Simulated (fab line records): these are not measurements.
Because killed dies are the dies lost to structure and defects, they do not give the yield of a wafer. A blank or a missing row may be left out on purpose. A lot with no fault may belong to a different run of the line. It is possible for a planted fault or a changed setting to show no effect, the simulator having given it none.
What tool caused it? | flow gf180mcu | 18 wafers from 6 lots sampled at 4 of the route's 602 steps

## WHAT EACH GAUGE READ, for each wafer
GF_VT_IMPLANT_OVL_MEAS_18.
lot  | measured     | on         | VT_IMPLANT_01_OVL (nm)
L637 | day 7 02:31  | overlay-02 | -0.3 -0.2 0.0
L640 | day 7 18:40  | overlay-01 | -1.0 0.6 -0.2
L644 | day 8 20:04  | overlay-01 | -0.1 -0.7 0.7
L649 | day 10 02:36 | overlay-02 | 1.6 0.9 -0.3
L654 | day 11 10:33 | overlay-01 | -0.9 -0.6 1.3
L657 | day 12 06:25 | overlay-02 | 0.1 -0.6 -0.8

## WHAT TOOL EACH LOT RAN ON (gives the tool, then ch and the chambers of the sampled wafers, and finally the start)
lot  | GF_LVPWELL_STRIP_10                 | GF_VT_IMPLANT_COAT_02             | GF_VT_IMPLANT_STRIP_09
L637 | plasma asher-02 ch 0,1, day 4 14:42 | litho track-02 ch 0, day 6 03:03  | plasma asher-03 ch 0,1, day 6 10:56
L640 | plasma asher-04 ch 0,1, day 5 06:00 | litho track-04 ch 0, day 6 19:28  | plasma asher-03 ch 0,1, day 7 03:26
L644 | plasma asher-01 ch 0,1, day 6 05:35 | litho track-02 ch 0, day 7 19:14  | plasma asher-04 ch 0,1, day 8 03:50
L649 | plasma asher-02 ch 0,1, day 7 07:57 | litho track-02 ch 0, day 8 23:39  | plasma asher-04 ch 0,1, day 9 08:05
L654 | plasma asher-04 ch 0,1, day 8 12:02 | litho track-04 ch 0, day 10 06:10 | plasma asher-03 ch 0,1, day 10 15:27
L657 | plasma asher-01 ch 0,1, day 9 05:44 | litho track-01 ch 0, day 11 02:31 | plasma asher-04 ch 0,1, day 11 12:14
- GF_LVPWELL_STRIP_10: strips in O2/N2.
- GF_VT_IMPLANT_COAT_02: resist thk 1000 nm.
- GF_VT_IMPLANT_STRIP_09: strips in O2/N2.

## THE ANSWER, worked out from the rows above alone
Rule: usual is defined by the lots themselves. The widest of any qualifying gaps counts: lots, ordered by their means at a reading, are off when they make up no more than a third of the lots, leave a main group of 4 or more, and stand apart from it by 3 or more times the standard deviation of that group's means. The tables above print the reading to a certain number of digits; a main group whose means all agree to those digits is not used. A lot without any number at a reading at which 4 lots or more have one is off too. Where the step has rows for the other lots, those lots are counted as sound.
Off: at GF_VT_IMPLANT_OVL_MEAS_18 (VT_IMPLANT_01_OVL), L649. Mean -0.2 nm and standard deviation 0.14 in the main group.
A tool fits if, at a process step before that reading, it ran every lot that is off, and no sound lot after the first of them. Gauges at GF_VT_IMPLANT_OVL_MEAS_18: tried the same way as those tools. Undecided on this evidence; 2 tools fit (plasma asher-02 at GF_LVPWELL_STRIP_10, litho track-02 at GF_VT_IMPLANT_COAT_02).

## WHAT THE SIMULATOR PUT IN
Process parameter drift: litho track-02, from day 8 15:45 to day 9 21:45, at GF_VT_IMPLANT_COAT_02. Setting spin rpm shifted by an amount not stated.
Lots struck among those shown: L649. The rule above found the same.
